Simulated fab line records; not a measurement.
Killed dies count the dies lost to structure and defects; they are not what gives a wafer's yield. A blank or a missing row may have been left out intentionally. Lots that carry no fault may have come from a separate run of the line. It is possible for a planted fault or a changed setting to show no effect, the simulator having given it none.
fab line records	flow sfq_line
record lots=16	wafers=48	last_day=87
route steps=325 shown I0@54 M1@68 I1@80 I2@105
lots with no fault: from the same line, run without faults
start_h: hours from the record's opening day to when the first of the lot's shown wafers began	wait_h: hours elapsed since this lot's preceding step	" identical to the entry in the row above	L1.1+2: several wafers, shown together as one row	- no value, or no start given	* or withheld: withheld	< > ~ a bound
route shown NAME@n: a module of which the file shows steps, and the number in the route of the first	usual: mean/standard deviation of fault-free wafers	same: alike in all rows	chamber/n: place in a boat	sites: each site's reading	_std_site: their standard deviation	_edge_site: inner sites' mean taken away from outer sites' mean	radius_mm: for every site, how far away it sits from the centre of the wafer	mask NAME#n: copy n	behind: the last tool/chamber to shape the wafer	hold: why the lot was held/for how many hours/how that ended	device: the n, p or np transistor that did not switch	end of line: tests of these same wafers at the route's end	a step with no rows: only its recipe	killed: dies that structure and defects cost at the first sort, which is not the same as the wafer's yield	map: the dies of a wafer, with x for killed, . for not killed, _ for no die there
set.NAME: the run value of the setting; set.NAME@STEP: its run value at that earlier step	model.NAME: the simulator's own value behind a step, which no gauge read
a sample of lots followed through the steps of the route, with each step as a table and each wafer as a row
services: a tool's chamber out of use, with start hour (start_h, from the record's first day; less than 0 if before it), hours out, and reason
## steps
# step SFQ_TRILAYER_I0_VIA_BARC_OPEN_VIA_ETCH_046
# recipe mask_material=PR	chemistry=O2	target_depth_nm=125	target=BARC	source_w=500	bias_w=80	pressure_mtorr=30	time_s=41.7
# usual bias_w=79.96/0.25	chamber_pressure_mTorr=30.000/0.027	drypump_motor_current_A=5.7/0.45	oes_product_au=0.686/0.0047
lot.wafer	tool	chamber	start_h	wait_h	bias_w	chamber_pressure_mTorr	drypump_motor_current_A	oes_product_au	rf_hours_counter_h
L399.2	rie_diel-01	1	408.32	0.0	80.03	29.992	5.2	0.687	10
L399.4	"	0	"	"	79.76	29.989	5.6	0.678	87
L399.5	"	1	"	"	79.72	30.077	5.2	0.689	-
L400.3	rie_diel-01	0	425.03	0.0	79.62	30.009	5.6	0.693	88
L400.4	"	3	"	"	80.04	29.974	5.5	0.686	1
L400.5	"	1	"	"	79.66	30.030	5.2	0.685	-
L401.2	rie_diel-01	2	434.63	0.0	80.49	29.995	6.4	0.690	4
L401.4	"	1	"	"	79.81	29.967	5.2	0.679	10
L401.5	"	1	"	"	79.72	30.002	5.2	0.679	-
L402.2	rie_diel-01	3	444.23	0.0	79.40	30.010	5.4	0.685	1
L402.5	"	0	"	"	80.36	30.045	5.6	0.680	-
L402.6	"	3	"	"	79.48	29.998	5.4	0.689	-
L405.2	rie_diel-04	3	474.62	0.0	80.02	29.949	5.8	0.688	48
L405.3	"	1	"	"	80.09	30.006	6.1	0.684	48
L405.4	"	2	"	"	80.60	30.017	6.2	0.689	0
L407.1	rie_diel-02	1	489.12	0.0	79.76	30.056	5.8	0.685	0
L407.3	"	0	"	"	80.04	30.000	5.4	0.686	19
L407.5	"	3	"	"	80.07	29.986	5.1	0.691	-
L408.2	rie_diel-01	2	493.92	0.0	79.64	30.012	6.4	0.689	4
L408.3	"	3	"	"	79.87	30.006	5.4	0.695	1
L408.5	"	3	"	"	79.86	29.953	5.4	0.691	-
L410.1	rie_diel-01	3	508.32	0.0	79.86	30.006	5.4	0.687	1
L410.3	"	1	"	"	79.72	29.989	5.2	0.690	11
L410.6	"	0	"	"	79.80	30.028	5.6	0.695	-
L411.1	rie_diel-01	2	520.12	0.0	80.09	29.989	6.4	0.679	4
L411.2	"	1	"	"	79.77	29.977	5.2	0.685	11
L411.4	"	3	"	"	80.01	30.067	5.4	0.675	1
L412.1	rie_diel-04	0	527.32	0.0	80.41	29.991	5.8	0.681	3
L412.3	"	3	"	"	79.81	29.964	5.8	0.688	48
L412.4	"	2	"	"	79.96	30.045	6.2	0.681	0
L413.2	rie_diel-04	0	548.92	0.0	79.85	30.023	5.8	0.683	4
L413.3	"	2	"	"	79.55	30.010	6.2	0.687	1
L413.4	"	3	"	"	79.92	29.968	5.8	0.683	49
L414.3	rie_diel-02	1	570.07	0.0	80.34	30.015	5.9	0.682	1
L414.4	"	0	"	"	80.12	29.974	5.4	0.687	20
L414.5	"	0	"	"	80.06	30.060	5.4	0.678	-
L415.2	rie_diel-01	3	590.47	0.0	80.14	30.010	5.4	0.685	3
L415.3	"	2	"	"	80.03	29.982	6.4	0.682	6
L415.6	"	1	"	"	80.31	30.030	5.2	0.688	-
L416.2	rie_diel-02	1	593.09	0.0	79.85	30.010	5.9	0.682	2
L416.4	"	3	"	"	80.18	30.014	5.1	0.683	12
L416.6	"	1	"	"	80.08	30.059	5.8	0.690	-
L421.2	rie_diel-02	3	629.09	0.0	79.95	29.985	5.2	0.685	13
L421.5	"	2	"	"	80.31	30.041	6.5	0.683	-
L421.6	"	3	"	"	80.16	30.030	5.1	0.688	-
L422.3	rie_diel-02	0	633.89	0.0	80.17	29.984	5.4	0.694	21
L422.5	"	3	"	"	80.30	29.969	5.1	0.686	-
L422.6	"	0	"	"	79.56	30.002	5.4	0.682	-
# step SFQ_M1_OVL_MEAS_911
# usual M1_OVL=0/6.3
lot.wafer	tool	chamber	start_h	wait_h	M1_OVL[nm]
L399.2	overlay-02	-	565.24	0.1	7
L399.4	"	-	"	"	4
L399.5	"	-	"	"	3
L400.3	overlay-02	-	591.65	0.1	-3
L400.4	"	-	"	"	2
L400.5	"	-	"	"	-7
L401.2	overlay-02	-	599.06	0.1	8
L401.4	"	-	"	"	8
L401.5	"	-	"	"	-4
L402.2	overlay-01	-	606.26	0.1	-8
L402.5	"	-	"	"	-1
L402.6	"	-	"	"	-9
L405.2	overlay-01	-	626.66	0.1	3
L405.3	"	-	"	"	2
L405.4	"	-	"	"	3
L407.1	overlay-02	-	637.46	0.1	-1
L407.3	"	-	"	"	3
L407.5	"	-	"	"	6
L408.2	overlay-02	-	642.26	0.1	-3
L408.3	"	-	"	"	5
L408.5	"	-	"	"	1
L410.1	overlay-01	-	653.18	0.1	-14
L410.3	"	-	"	"	-10
L410.6	"	-	"	"	-5
L411.1	overlay-02	-	662.58	0.1	-5
L411.2	"	-	"	"	0
L411.4	"	-	"	"	-1
L412.1	overlay-02	-	669.78	0.1	11
L412.3	"	-	"	"	6
L412.4	"	-	"	"	5
L413.2	overlay-02	-	685.39	0.1	-5
L413.3	"	-	"	"	-9
L413.4	"	-	"	"	-8
L414.3	overlay-01	-	704.44	0.1	7
L414.4	"	-	"	"	-5
L414.5	"	-	"	"	1
L415.2	overlay-02	-	716.76	0.1	-8
L415.3	"	-	"	"	2
L415.6	"	-	"	"	-9
L416.2	overlay-01	-	717.96	0.1	-4
L416.4	"	-	"	"	2
L416.6	"	-	"	"	2
L421.2	overlay-01	-	752.76	0.1	-6
L421.5	"	-	"	"	-7
L421.6	"	-	"	"	-5
L422.3	overlay-02	-	758.77	0.1	6
L422.5	"	-	"	"	7
L422.6	"	-	"	"	3
# step SFQ_TRILAYER_I1_VIA_LITHO_EXPOSE_050
# recipe mask_id=I1	na=0.6	source_shape=conventional	sigma_outer=0.65	target_cd_nm=500	dose_mj=21.3
lot.wafer	tool	chamber	start_h	wait_h	mask
L399.2+4+5	krf_scanner-01	0	584.63	-	I1#0
L400.3+4+5	krf_scanner-02	0	719.26	-	I1#0
L401.2+4+5	krf_scanner-02	0	726.26	-	I1#0
L402.2+5+6	krf_scanner-02	0	734.66	-	I1#0
L405.2+3+4	krf_scanner-02	0	755.06	-	I1#0
L407.1+3+5	krf_scanner-02	0	764.46	-	I1#0
L408.2+3+5	krf_scanner-02	0	769.46	-	I1#0
L410.1+3+6	krf_scanner-02	0	793.26	-	I1#0
L411.1+2+4	krf_scanner-01	0	817.22	-	I1#0
L412.1+3+4	krf_scanner-01	0	825.62	-	I1#0
L413.2+3+4	krf_scanner-01	0	852.22	-	I1#0
L414.3+4+5	krf_scanner-01	0	865.62	-	I1#0
L415.2+3+6	krf_scanner-01	0	875.02	-	I1#0
L416.2+4+6	krf_scanner-01	0	876.22	-	I1#0
L421.2+5+6	krf_scanner-02	0	912.70	-	I1#0
L422.3+5+6	krf_scanner-02	0	918.90	-	I1#0
# step SFQ_I1_OVL_MEAS_913
# usual I1_OVL=-1/4.5
lot.wafer	tool	chamber	start_h	wait_h	I1_OVL[nm]
L399.2	overlay-02	-	585.93	0.1	5
L399.4	"	-	"	"	2
L399.5	"	-	"	"	-4
L400.3	overlay-02	-	720.37	0.1	-2
L400.4	"	-	"	"	1
L400.5	"	-	"	"	3
L401.2	overlay-02	-	727.56	0.1	-1
L401.4	"	-	"	"	-4
L401.5	"	-	"	"	-3
L402.2	overlay-02	-	735.96	0.1	2
L402.5	"	-	"	"	3
L402.6	"	-	"	"	-1
L405.2	overlay-02	-	756.36	0.1	-5
L405.3	"	-	"	"	-2
L405.4	"	-	"	"	-4
L407.1	overlay-02	-	765.96	0.1	1
L407.3	"	-	"	"	-2
L407.5	"	-	"	"	-1
L408.2	overlay-01	-	770.76	0.1	-2
L408.3	"	-	"	"	-4
L408.5	"	-	"	"	-4
L410.1	overlay-01	-	794.76	0.1	3
L410.3	"	-	"	"	-6
L410.6	"	-	"	"	1
L411.1	overlay-02	-	818.72	0.1	7
L411.2	"	-	"	"	4
L411.4	"	-	"	"	6
L412.1	overlay-01	-	827.12	0.1	-1
L412.3	"	-	"	"	2
L412.4	"	-	"	"	2
L413.2	overlay-01	-	853.53	0.1	62
L413.3	"	-	"	"	64
L413.4	"	-	"	"	64
L414.3	overlay-02	-	866.74	0.1	67
L414.4	"	-	"	"	57
L414.5	"	-	"	"	65
L415.2	overlay-02	-	876.33	0.1	62
L415.3	"	-	"	"	61
L415.6	"	-	"	"	62
L416.2	overlay-02	-	877.53	0.1	58
L416.4	"	-	"	"	56
L416.6	"	-	"	"	62
L421.2	overlay-02	-	914.01	0.1	4
L421.5	"	-	"	"	3
L421.6	"	-	"	"	6
L422.3	overlay-02	-	920.02	0.1	-4
L422.5	"	-	"	"	-13
L422.6	"	-	"	"	-9
# step SFQ_I2_BOW_MEAS_917
# recipe mode=bow
# usual I2_BOW=2/8
lot.wafer	tool	chamber	start_h	wait_h	I2_BOW[um]
L399.2	film_metro-03	-	686.17	1.5	12
L399.4	"	-	"	"	-4
L399.5	"	-	"	"	5
L400.3	film_metro-03	-	757.19	2.0	3
L400.4	"	-	"	"	2
L400.5	"	-	"	"	0
L401.2	film_metro-03	-	766.17	2.5	-2
L401.4	"	-	"	"	11
L401.5	"	-	"	"	0
L402.2	film_metro-02	-	781.17	2.5	-1
L402.5	"	-	"	"	-5
L402.6	"	-	"	"	8
L405.2	film_metro-03	-	803.23	1.0	9
L405.3	"	-	"	"	8
L405.4	"	-	"	"	-4
L407.1	film_metro-03	-	818.63	1.0	3
L407.3	"	-	"	"	3
L407.5	"	-	"	"	5
L408.2	film_metro-02	-	823.40	1.0	0
L408.3	"	-	"	"	4
L408.5	"	-	"	"	-6
L410.1	film_metro-02	-	853.38	2.5	4
L410.3	"	-	"	"	0
L410.6	"	-	"	"	14
L411.1	film_metro-02	-	953.38	1.5	3
L411.2	"	-	"	"	-6
L411.4	"	-	"	"	-3
L412.1	film_metro-02	-	962.38	2.0	21
L412.3	"	-	"	"	16
L412.4	"	-	"	"	18
L413.2	film_metro-01	-	982.11	2.0	-3
L413.3	"	-	"	"	1
L413.4	"	-	"	"	5
L414.3	film_metro-02	-	991.13	1.0	11
L414.4	"	-	"	"	10
L414.5	"	-	"	"	7
L415.2	film_metro-03	-	1003.11	1.0	6
L415.3	"	-	"	"	3
L415.6	"	-	"	"	10
L416.2	film_metro-02	-	1006.11	1.5	-20
L416.4	"	-	"	"	-22
L416.6	"	-	"	"	-14
L421.2	film_metro-01	-	1057.25	1.0	13
L421.5	"	-	"	"	11
L421.6	"	-	"	"	4
L422.3	film_metro-03	-	1060.27	1.0	-6
L422.5	"	-	"	"	-13
L422.6	"	-	"	"	-11
## services
tool	chamber	start_h	hours	kind
krf_scanner-01	-	392.78	3.6	pm
krf_scanner-02	-	396.72	4.0	pm
krf_scanner-01	-	401.14	0.8	pm
krf_scanner-02	-	408.49	3.0	repair
krf_scanner-02	-	479.09	1.3	pm
krf_scanner-02	-	515.19	1.0	pm
krf_scanner-02	-	555.79	0.8	pm
krf_scanner-02	-	591.43	0.7	repair
rie_diel-01	1	594.76	1.5	repair
krf_scanner-02	-	630.51	1.3	pm
rie_diel-01	2	639.72	1.3	repair
krf_scanner-02	-	655.28	1.0	pm
krf_scanner-02	-	695.88	0.8	pm
rie_diel-01	-	699.20	0.7	repair
krf_scanner-02	-	709.68	0.8	repair
rie_diel-01	0	734.95	7.2	repair
rie_diel-01	-	753.83	0.3	repair
krf_scanner-02	-	806.46	1.3	pm
rie_diel-01	2	810.09	6.8	repair
krf_scanner-02	-	814.90	3.6	pm
krf_scanner-02	-	823.87	1.0	pm
krf_scanner-02	-	850.98	1.0	repair
krf_scanner-02	-	865.65	0.8	pm
rie_diel-01	1	873.81	7.0	repair
## key
first_sign step=SFQ_I1_OVL_MEAS_913	reading=I1_OVL	direction=up	sigmas=14	usual=-1	struck=62
effect none on later readings
met_at SFQ_TRILAYER_I1_VIA_LITHO_EXPOSE_050
struck_lots L413,L414,L415,L416
not_acting_at SFQ_TRILAYER_I0_VIA_BARC_OPEN_VIA_ETCH_046,SFQ_M1_OVL_MEAS_911,SFQ_I2_BOW_MEAS_917
onset_between 825.62 852.22
fault kind=scanner_matching_overlay	tool=krf_scanner-01	chamber=-	onset_h=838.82	steps=SFQ_TRILAYER_I1_VIA_LITHO_EXPOSE_050	offset=64.496
